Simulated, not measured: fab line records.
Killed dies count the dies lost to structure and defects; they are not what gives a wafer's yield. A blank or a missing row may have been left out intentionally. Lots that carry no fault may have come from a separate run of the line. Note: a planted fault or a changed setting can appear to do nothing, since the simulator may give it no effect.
Matching of chambers | flow gf180mcu | GF_STI_ETCH_14 on rie-si-02 has 4 sister chambers
The step etches Si in HBr/Cl2/O2, target depth 360 nm, time 102.9 s. 4 wafers are shown with their chamber, then 8 later ones without.

## WAFERS, EACH WITH ITS CHAMBER
wafer  | chamber | drypump-motor-current-A (A)
L761.2 | 2       | 5.7
L761.3 | 1       | 5.1
L761.4 | 0       | 5.7
L766.1 | 3       | 4.9

## WAFERS WITHOUT THEIR CHAMBER
wafer  | drypump-motor-current-A (A)
L766.2 | 5.7
L766.3 | 5.1
L767.1 | 4.9
L767.3 | 5.1
L767.5 | 5.6
L768.4 | 5.6
L768.5 | 4.9
L768.6 | 5.1

## EACH ONE'S CHAMBER
wafer  | from the rows above     | in truth
L766.2 | can't be placed: 0 or 2 | 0
L766.3 | 1                       | 1
L767.1 | 3                       | 3
L767.3 | 1                       | 1
L767.5 | can't be placed: 0 or 2 | 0
L768.4 | can't be placed: 0 or 2 | 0
L768.5 | 3                       | 3
L768.6 | 1                       | 1
5 of 8 placed correctly. Cannot be placed on the basis of these rows: 3; the candidates contain the true chamber in 3. Placed wrongly: 0.
How it was worked out, from the rows above alone: a wafer's distance from a chamber is the root of the sum, over the readings, of the square of ((its reading less the chamber's mean) divided by the reading's scatter). If the next closest chamber is less than 2 further off than the closest, the wafer can't be placed; otherwise it belongs to the closest. A chamber's mean is the mean of its shown wafers. The scatter: root of mean squared gap, hidden wafer to nearest shown wafer, with one shown wafer a chamber.
